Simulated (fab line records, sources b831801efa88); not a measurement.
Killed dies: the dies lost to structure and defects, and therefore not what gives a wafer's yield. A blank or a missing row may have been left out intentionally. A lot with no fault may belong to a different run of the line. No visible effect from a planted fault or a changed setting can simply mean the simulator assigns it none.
Which tool did it? | flow sky130 | 11 lots, 33 wafers sampled, at 5 steps of a route of 708

== WHAT THE GAUGES SHOWED, per wafer ==
SKY_VIA2_BOW_MEAS_03.
lot  | measured     | on            | VIA2_BOW (um)
L513 | day 35 11:48 | film-metro-01 | 85 96 87
L514 | day 36 01:23 | film-metro-03 | 96 92 79
L515 | day 36 03:44 | film-metro-03 | 98 85 88
L518 | day 37 02:30 | film-metro-01 | 80 85 99
L519 | day 37 12:27 | film-metro-01 | 86 81 93
L520 | day 38 00:43 | film-metro-04 | 104 108 86
L521 | day 38 03:46 | film-metro-01 | 75 70 82
L524 | day 38 19:30 | film-metro-01 | 85 99 89
L532 | day 41 00:48 | film-metro-01 | 89 89 75
L533 | day 41 09:28 | film-metro-01 | 91 91 92
L535 | day 42 05:17 | film-metro-03 | 80 74 94

SKY_CAPM_THK_MEAS_01.
lot  | measured     | on            | CAPM_CVD_00_THK (nm)
L513 | day 36 15:42 | film-metro-03 | 15.2 14.8 15.4
L514 | day 37 05:34 | film-metro-03 | 15.1 15.8 15.5
L515 | day 37 07:47 | film-metro-02 | 15.2 15.2 14.8
L518 | day 38 06:01 | film-metro-01 | 14.8 15.0 14.9
L519 | day 38 15:50 | film-metro-01 | 14.9 15.1 15.6
L520 | day 39 04:14 | film-metro-01 | 15.6 15.4 15.4
L521 | day 39 06:56 | film-metro-03 | 15.6 15.1 15.1
L524 | day 39 22:06 | film-metro-02 | 15.3 15.6 16.1
L532 | day 42 01:17 | film-metro-02 | 18.7 19.6 19.3 18.7 19.7 19.3
L533 | day 42 10:25 | film-metro-02 | 19.3 19.4 19.8 19.3 19.4 19.8
L535 | day 43 06:16 | film-metro-02 | 15.3 15.1 15.8

SKY_CAPM_RS_MEAS_03: measures by four-point-probe.
lot  | measured     | on            | CAPM_TIN_RS (ohm/sq)
L513 | day 36 15:52 | film-metro-03 | 7.00 6.99 6.97
L514 | day 37 05:45 | film-metro-03 | 6.99 7.02 6.94
L515 | day 37 07:59 | film-metro-03 | 6.90 6.97 6.88
L518 | day 38 06:11 | film-metro-02 | 6.92 6.84 6.94
L519 | day 38 16:02 | film-metro-02 | 6.95 6.95 6.90
L520 | day 39 04:24 | film-metro-03 | 6.89 6.89 6.87
L521 | day 39 07:06 | film-metro-02 | 6.98 6.89 6.87
L524 | day 39 22:17 | film-metro-01 | 7.03 6.85 7.01
L532 | day 42 03:21 | film-metro-03 | 6.89 6.93 6.92
L533 | day 42 14:20 | film-metro-01 | 6.94 6.89 6.93
L535 | day 43 06:26 | film-metro-01 | 6.78 6.84 6.89

== WHICH TOOL RAN EACH LOT (tool, then ch and the chambers of the sampled wafers, then the start) ==
lot  | SKY_VIA2_ETCH_14                   | SKY_CAPM_CVD_00
L513 | rie-diel-01 ch 0,1,2, day 36 14:09 | pecvd-04 ch 1,2, day 36 15:41
L514 | rie-diel-02 ch 1,2,3, day 37 03:56 | pecvd-03 ch 0,2, day 37 05:31
L515 | rie-diel-01 ch 0,2, day 37 06:11   | pecvd-03 ch 0,1,2, day 37 07:45
L518 | rie-diel-02 ch 0,2, day 38 04:26   | pecvd-04 ch 1, day 38 05:58
L519 | rie-diel-02 ch 1,2, day 38 14:08   | pecvd-04 ch 1,2, day 38 15:48
L520 | rie-diel-02 ch 1,3, day 39 02:41   | pecvd-03 ch 0,1,2, day 39 04:13
L521 | rie-diel-02 ch 0,1,2, day 39 05:23 | pecvd-03 ch 0,1,2, day 39 06:55
L524 | rie-diel-04 ch 0,2,3, day 39 20:32 | pecvd-01 ch 0,1,2, day 39 22:04
L532 | rie-diel-01 ch 1,2,3, day 41 23:44 | pecvd-03 ch 0,1, day 42 01:16
L533 | rie-diel-04 ch 0,2, day 42 08:50   | pecvd-03 ch 0, day 42 10:21
L535 | rie-diel-02 ch 1,2, day 43 04:42   | pecvd-01 ch 0,1, day 43 06:13
- SKY_VIA2_ETCH_14: etches BARC in N2/H2, stops on SiO2, time 45.9 s, target depth 60 nm.
- SKY_CAPM_CVD_00: deposits SiO2, target thk 15.5 nm.

== WHAT THE TOOLS THEMSELVES READ (means of the sampled wafers that have a number; where no wafer has one, the mark that the record gives instead) ==
SKY_VIA2_ETCH_14.
lot  | tool        | chamber-pressure-mTorr (mTorr) | drypump-motor-current-A (A) | oes-product-au (a.u.) | throttle-valve-pct (%)
L513 | rie-diel-01 | 29.991                         | 5.7                         | 0.857                 | 13.224
L514 | rie-diel-02 | 30.006                         | 5.7                         | 0.857                 | 13.222
L515 | rie-diel-01 | 30.016                         | 5.5                         | 0.856                 | 13.228
L518 | rie-diel-02 | 30.001                         | 6.0                         | 0.859                 | 13.227
L519 | rie-diel-02 | 29.989                         | 5.9                         | 0.853                 | 13.223
L520 | rie-diel-02 | 30.000                         | 5.6                         | 0.850                 | 13.219
L521 | rie-diel-02 | 29.997                         | 5.5                         | 0.857                 | 13.216
L524 | rie-diel-04 | 30.001                         | 5.4                         | 0.854                 | 13.224
L532 | rie-diel-01 | 29.996                         | 5.9                         | 0.853                 | 13.216
L533 | rie-diel-04 | 30.001                         | 5.2                         | 0.857                 | 13.219
L535 | rie-diel-02 | 29.980                         | 5.4                         | 0.856                 | 13.227

SKY_CAPM_CVD_00.
lot  | tool     | heater-power-w (W)
L513 | pecvd-04 | 663
L514 | pecvd-03 | 761
L515 | pecvd-03 | 798
L518 | pecvd-04 | 556
L519 | pecvd-04 | 601
L520 | pecvd-03 | 775
L521 | pecvd-03 | 808
L524 | pecvd-01 | 704
L532 | pecvd-03 | 819
L533 | pecvd-03 | 791
L535 | pecvd-01 | 650

== THE ANSWER, worked out from the rows above alone ==
Rule: usual is defined by the lots themselves. The widest of any qualifying gaps counts: lots, ordered by their means at a reading, are off when they make up no more than a third of the lots, leave a main group of 4 or more, and stand apart from it by 3 or more times the standard deviation of that group's means. A main group is skipped when, at the precision printed for the reading in the tables above, its means are all equal. Also off: a lot with no number at a reading for which 4 or more lots have one. The other lots that the step has rows for count as sound. First the gauges in route order, then the tools' own readings, where a lot's mean is used as printed above. The first step at which some lot is off is used, and at that step the reading that is off furthest; a lot without a number counts as furthest.
Off: L532, L533, seen at SKY_CAPM_THK_MEAS_01 (CAPM_CVD_00_THK). The main group: mean 15.3 nm, standard deviation 0.22.
If a tool, at a process step before that reading, ran all the lots that are off and no sound lot after the first of them, it fits. The gauges at SKY_CAPM_THK_MEAS_01 are tried like those tools. One candidate fits, namely pecvd-03 at SKY_CAPM_CVD_00. Its last sound lot is L521 (day 39 06:55), its first lot that is off L532 (day 42 01:16): a fault that began between those two fits.

== WHAT THE SIMULATOR HAD PUT IN ==
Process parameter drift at SKY_CAPM_CVD_00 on pecvd-03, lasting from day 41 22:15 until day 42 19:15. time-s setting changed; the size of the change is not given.
Shown lots that were struck: L532, L533. This agrees with what the rule above found.
